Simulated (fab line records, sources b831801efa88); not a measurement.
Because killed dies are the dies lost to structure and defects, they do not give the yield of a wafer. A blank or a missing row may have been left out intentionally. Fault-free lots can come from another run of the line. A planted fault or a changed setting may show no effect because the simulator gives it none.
fab line records    flow sfq-line
record lots=14  wafers=42  last-day=81
route steps=325 shown R5@215 I6@268
lots that met no fault: taken from a fault-free run of the same line
start-h: start of the lot's first displayed wafer, in hours after the record's first day    wait-h: time in hours since the lot's previous step    " identical to the entry in the row above    L1.1+2: a row that stands for several wafers    - no value present, or no start provided    * or withheld: withheld    < > ~ a bound
route shown NAME@n: a module of which the file shows steps, and the number in the route of the first    usual: the fault-free wafers' mean and standard deviation    same: alike in all rows    chamber/n: place in a boat    sites: each site's reading    _std_site: standard deviation of those values    _edge_site: mean of outer sites minus mean of inner sites    radius-mm: for every site, how far away it sits from the centre of the wafer    mask NAME#n: copy n    behind: the tool/chamber that last shaped the wafer    hold: cause of the lot's hold/its duration in hours/its outcome    device: the n, p or np transistor that did not switch    end of line: tests run on the same wafers once the route is complete    step lacking rows: just its recipe    killed: count of dies lost to structure and defects at first sort (not the wafer's yield)    map: shows each die of a wafer: x if killed, . if not, _ if none is there
set.NAME: setting as actually run; set.NAME@STEP: the setting as run at that earlier step    model.NAME: the simulator's own value behind a step, which no gauge read
one table for each step of the route and one row for each wafer, over a sample of lots
services: a tool's chamber out of use, with start hour (start-h, from the record's first day; less than 0 if before it), hours out, and reason
## steps
# step SFQ_R5_RS_MEAS_933
# recipe thk-meas-gauge=four-point-probe  reads=Ti_of_TRILAYER_R5_DEP_SPUTTER_134+MoNx_of_TRILAYER_R5_DEP_SPUTTER_133+Ti_of_TRILAYER_R5_DEP_SPUTTER_132
# usual R5_MONX_RS=7.06/0.075
lot.wafer  tool           chamber  start-h  wait-h  R5_MONX_RS[ohm/sq]
L554.4     film-metro-01  -        1186.26  0.1     6.92
L554.5     "              -        "        "       6.97
L554.6     "              -        "        "       6.96
L557.1     film-metro-01  -        1207.10  0.0     6.89
L557.2     "              -        "        "       7.02
L557.4     "              -        "        "       7.00
L559.2     film-metro-04  -        1214.20  0.0     7.01
L559.5     "              -        "        "       6.89
L559.6     "              -        "        "       6.99
L560.1     film-metro-01  -        1298.70  0.0     7.07
L560.2     "              -        "        "       7.12
L560.5     "              -        "        "       7.19
L561.1     film-metro-01  -        1310.49  0.0     7.12
L561.3     "              -        "        "       7.08
L561.6     "              -        "        "       7.06
L562.2     film-metro-01  -        1317.22  0.0     6.86
L562.3     "              -        "        "       7.04
L562.4     "              -        "        "       7.06
L563.1     film-metro-04  -        1326.20  0.0     7.03
L563.3     "              -        "        "       7.18
L563.5     "              -        "        "       7.18
L564.1     film-metro-04  -        1329.57  0.0     7.09
L564.2     "              -        "        "       6.99
L564.5     "              -        "        "       7.13
L566.3     film-metro-02  -        1377.61  0.0     7.08
L566.4     "              -        "        "       7.14
L566.6     "              -        "        "       7.17
L567.2     film-metro-02  -        1460.49  0.0     7.12
L567.5     "              -        "        "       7.07
L567.6     "              -        "        "       7.13
L568.1     film-metro-02  -        1468.87  0.0     7.07
L568.4     "              -        "        "       7.06
L568.6     "              -        "        "       7.08
L570.4     film-metro-02  -        1476.73  0.1     7.01
L570.5     "              -        "        "       7.03
L570.6     "              -        "        "       7.01
L572.1     film-metro-02  -        1515.30  0.0     7.01
L572.2     "              -        "        "       7.01
L572.4     "              -        "        "       7.01
L576.3     film-metro-01  -        1649.95  0.0     7.07
L576.5     "              -        "        "       7.03
L576.6     "              -        "        "       7.06
# step SFQ_TRILAYER_R5_BARC_OPEN_METAL_ETCH_177
# recipe mask-material=PR  chemistry=O2  target-depth-nm=125  target=BARC  icp-w=600  bias-w=80  pressure-mtorr=10  time-s=41.7
# usual drypump-motor-current-A=5.9/0.39  oes-product-au=0.684/0.0043  rf-fwd-power-W=593.3/2.2
lot.wafer  tool          chamber  start-h  wait-h  drypump-motor-current-A  oes-product-au  rf-fwd-power-W  rf-hours-counter-h
L554.4     rie-metal-04  1        1198.71  0.0     5.8                      0.681           591.9           -
L554.5     "             0        "        "       5.2                      0.678           596.0           -
L554.6     "             1        "        "       5.8                      0.694           592.8           -
L557.1     rie-metal-03  0        1209.57  0.0     5.7                      0.687           593.3           7
L557.2     "             1        "        "       6.3                      0.684           592.4           143
L557.4     "             1        "        "       6.3                      0.679           592.5           -
L559.2     rie-metal-02  1        1216.64  0.0     6.2                      0.684           589.7           159
L559.5     "             1        "        "       6.2                      0.680           589.5           -
L559.6     "             0        "        "       6.4                      0.682           594.5           -
L560.1     rie-metal-03  1        1301.30  0.0     6.3                      0.698           595.0           9
L560.2     "             0        "        "       5.7                      0.693           593.5           22
L560.5     "             1        "        "       6.3                      0.682           596.2           -
L561.1     rie-metal-04  1        1312.97  0.0     5.8                      0.685           593.1           27
L561.3     "             0        "        "       5.3                      0.689           592.9           -
L561.6     "             1        "        "       5.8                      0.688           591.0           -
L562.2     rie-metal-02  1        1339.35  0.0     6.2                      0.686           589.3           10
L562.3     "             1        "        "       6.2                      0.688           593.4           -
L562.4     "             0        "        "       6.3                      0.681           596.9           -
L563.1     rie-metal-03  0        1347.75  0.0     5.7                      0.691           597.3           30
L563.3     "             1        "        "       6.3                      0.681           595.4           -
L563.5     "             0        "        "       5.7                      0.678           593.8           -
L564.1     rie-metal-03  0        1350.15  0.0     5.7                      0.685           594.1           30
L564.2     "             1        "        "       6.3                      0.686           597.0           17
L564.5     "             0        "        "       5.7                      0.684           591.9           -
L566.3     rie-metal-03  1        1399.62  0.0     6.3                      0.683           592.6           -
L566.4     "             0        "        "       5.7                      0.687           597.0           -
L566.6     "             1        "        "       6.3                      0.686           589.2           -
L567.2     rie-metal-04  1        1473.05  0.0     5.8                      0.682           594.6           53
L567.5     "             0        "        "       5.2                      0.680           594.1           -
L567.6     "             1        "        "       5.8                      0.690           590.9           -
L568.1     rie-metal-04  1        1474.25  0.0     5.8                      0.678           592.7           53
L568.4     "             1        "        "       5.8                      0.682           592.8           -
L568.6     "             0        "        "       5.2                      0.687           595.6           -
L570.4     rie-metal-02  1        1482.80  0.0     6.2                      0.681           591.7           -
L570.5     "             0        "        "       6.4                      0.687           595.2           -
L570.6     "             1        "        "       6.2                      0.687           590.7           -
L572.1     rie-metal-02  0        1608.96  0.0     6.4                      0.682           598.3           120
L572.2     "             1        "        "       6.3                      0.685           588.4           44
L572.4     "             1        "        "       6.3                      0.674           591.1           -
L576.3     rie-metal-04  1        1658.47  0.0     5.9                      0.673           592.3           -
L576.5     "             0        "        "       5.3                      0.685           592.8           -
L576.6     "             1        "        "       5.8                      0.679           591.7           -
# step SFQ_I6_BOW_MEAS_941
# recipe mode=bow
# usual I6_BOW=5/11
lot.wafer  tool           chamber  start-h  wait-h  I6_BOW[um]
L554.4     film-metro-01  -        1433.97  2.6     20
L554.5     "              -        "        "       19
L554.6     "              -        "        "       34
L557.1     film-metro-03  -        1439.91  1.0     6
L557.2     "              -        "        "       9
L557.4     "              -        "        "       5
L559.2     film-metro-01  -        1444.86  2.5     7
L559.5     "              -        "        "       10
L559.6     "              -        "        "       10
L560.1     film-metro-02  -        1445.91  2.5     5
L560.2     "              -        "        "       3
L560.5     "              -        "        "       13
L561.1     film-metro-03  -        1447.84  1.0     5
L561.3     "              -        "        "       -3
L561.6     "              -        "        "       3
L562.2     film-metro-01  -        1590.11  1.0     -1
L562.3     "              -        "        "       1
L562.4     "              -        "        "       8
L563.1     film-metro-03  -        1591.93  2.5     16
L563.3     "              -        "        "       4
L563.5     "              -        "        "       6
L564.1     film-metro-01  -        1593.74  2.0     14
L564.2     "              -        "        "       6
L564.5     "              -        "        "       1
L566.3     film-metro-01  -        1619.14  1.0     10
L566.4     "              -        "        "       20
L566.6     "              -        "        "       27
L567.2     film-metro-03  -        1620.96  1.0     32
L567.5     "              -        "        "       18
L567.6     "              -        "        "       23
L568.1     film-metro-01  -        1622.14  1.0     7
L568.4     "              -        "        "       5
L568.6     "              -        "        "       4
L570.4     film-metro-01  -        1625.20  2.1     17
L570.5     "              -        "        "       17
L570.6     "              -        "        "       2
L572.1     film-metro-02  -        1661.89  2.5     -2
L572.2     "              -        "        "       5
L572.4     "              -        "        "       -15
L576.3     film-metro-02  -        1770.85  1.5     0
L576.5     "              -        "        "       -13
L576.6     "              -        "        "       -26
# step SFQ_TRILAYER_I6_VIA_BARC_OPEN_VIA_ETCH_235
# recipe mask-material=PR  chemistry=O2  target-depth-nm=125  target=BARC  source-w=500  bias-w=80  pressure-mtorr=30  time-s=41.7
# usual drypump-motor-current-A=5.6/0.52  oes-product-au=0.685/0.0047  rf-fwd-power-W=495.0/2.2
lot.wafer  tool         chamber  start-h  wait-h  drypump-motor-current-A  oes-product-au  rf-fwd-power-W  rf-hours-counter-h
L554.4     rie-diel-03  2        1548.69  0.0     5.7                      0.685           497.2           13
L554.5     "            2        "        "       5.7                      0.679           495.9           -
L554.6     "            3        "        "       6.2                      0.695           495.6           -
L557.1     rie-diel-01  3        1555.93  0.0     4.8                      0.682           494.2           9
L557.2     "            2        "        "       5.5                      0.678           493.4           14
L557.4     "            0        "        "       4.8                      0.689           497.1           18
L559.2     rie-diel-01  3        1563.13  0.0     4.8                      0.686           493.5           9
L559.5     "            0        "        "       4.8                      0.689           495.3           -
L559.6     "            3        "        "       4.8                      0.684           495.6           -
L560.1     rie-diel-03  0        1564.33  0.0     5.3                      0.682           497.0           3
L560.2     "            1        "        "       6.4                      0.682           497.0           1
L560.5     "            2        "        "       5.7                      0.690           497.0           -
L561.1     rie-diel-02  0        1565.65  0.0     5.9                      0.688           493.5           14
L561.3     "            1        "        "       6.4                      0.693           491.2           11
L561.6     "            3        "        "       5.4                      0.680           497.8           -
L562.2     rie-diel-03  2        1595.50  0.0     5.7                      0.693           496.8           14
L562.3     "            3        "        "       6.3                      0.688           497.7           0
L562.4     "            1        "        "       6.4                      0.683           492.1           2
L563.1     rie-diel-02  3        1596.70  0.0     5.4                      0.677           497.6           0
L563.3     "            2        "        "       5.5                      0.687           495.6           17
L563.5     "            3        "        "       5.4                      0.687           497.2           -
L564.1     rie-diel-01  0        1597.90  0.0     4.8                      0.688           496.2           19
L564.2     "            3        "        "       4.8                      0.691           494.6           9
L564.5     "            3        "        "       4.8                      0.682           495.5           -
L566.3     rie-diel-01  2        1711.82  0.0     5.5                      0.685           492.6           15
L566.4     "            3        "        "       4.8                      0.693           496.3           11
L566.6     "            2        "        "       5.5                      0.679           497.2           -
L567.2     rie-diel-03  2        1715.42  0.0     5.7                      0.688           495.5           15
L567.5     "            2        "        "       5.7                      0.682           496.4           -
L567.6     "            1        "        "       6.4                      0.686           493.2           -
L568.1     rie-diel-01  1        1718.17  0.0     5.9                      0.683           495.0           17
L568.4     "            0        "        "       4.8                      0.697           295.4           21
L568.6     "            1        "        "       5.9                      0.688           497.8           -
L570.4     rie-diel-03  1        1722.97  0.0     6.4                      0.682           494.9           3
L570.5     "            1        "        "       6.4                      0.690           497.4           -
L570.6     "            0        "        "       5.3                      0.687           495.1           -
L572.1     rie-diel-01  2        1756.57  0.0     5.5                      0.685           495.2           16
L572.2     "            1        "        "       5.9                      0.684           495.7           18
L572.4     "            0        "        "       4.8                      0.681           296.2           21
L576.3     rie-diel-02  0        1774.65  0.0     5.9                      0.682           495.6           16
L576.5     "            2        "        "       5.5                      0.686           492.4           -
L576.6     "            3        "        "       5.4                      0.681           497.4           -
## services
tool          chamber  start-h  hours  kind
rie-diel-01   1        1220.42  23.7   repair
rie-diel-03   2        1283.22  6.9    repair
rie-diel-03   0        1297.91  7.6    repair
rie-diel-03   1        1326.58  6.2    repair
rie-diel-03   3        1338.26  2.2    repair
rie-diel-01   1        1342.99  5.4    repair
rie-diel-03   -        1346.36  28.1   pm
rie-metal-04  0        1356.73  22.2   repair
rie-metal-03  -        1402.07  0.6    repair
rie-diel-03   -        1402.82  0.3    repair
rie-diel-01   3        1429.54  10.8   repair
rie-metal-03  -        1432.40  2.8    pm
rie-diel-03   0        1485.63  17.8   repair
rie-diel-03   -        1496.02  0.4    repair
rie-diel-03   0        1511.07  6.8    repair
rie-metal-04  0        1522.88  26.9   repair
rie-metal-04  -        1526.55  2.8    pm
rie-metal-03  -        1540.31  0.3    repair
rie-diel-01   -        1546.56  2.8    pm
rie-diel-01   1        1596.74  4.4    repair
rie-diel-01   2        1600.44  3.6    repair
rie-diel-03   0        1608.97  4.4    repair
rie-diel-03   0        1648.25  1.5    repair
rie-metal-04  -        1684.78  4.3    pm
## key
first-sign step=SFQ_TRILAYER_I6_VIA_BARC_OPEN_VIA_ETCH_235  reading=rf-fwd-power-W  direction=down  sigmas=91  usual=495.0  struck=295.8
effect none on later readings
met-at SFQ_TRILAYER_I6_VIA_BARC_OPEN_VIA_ETCH_235
struck-lots L568,L572
struck-wafers L568.4,L572.4
not-acting-at SFQ_R5_RS_MEAS_933,SFQ_TRILAYER_R5_BARC_OPEN_METAL_ETCH_177,SFQ_I6_BOW_MEAS_941
onset-between 1597.90 1718.17
fault kind=process-parameter-drift  tool=rie-diel-01  chamber=0  onset-h=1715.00  steps=SFQ_TRILAYER_I6_VIA_BARC_OPEN_VIA_ETCH_235  channel=source-w  offset=-200  shape=step  end-h=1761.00  acts-in=these-recipes-only  stated=500
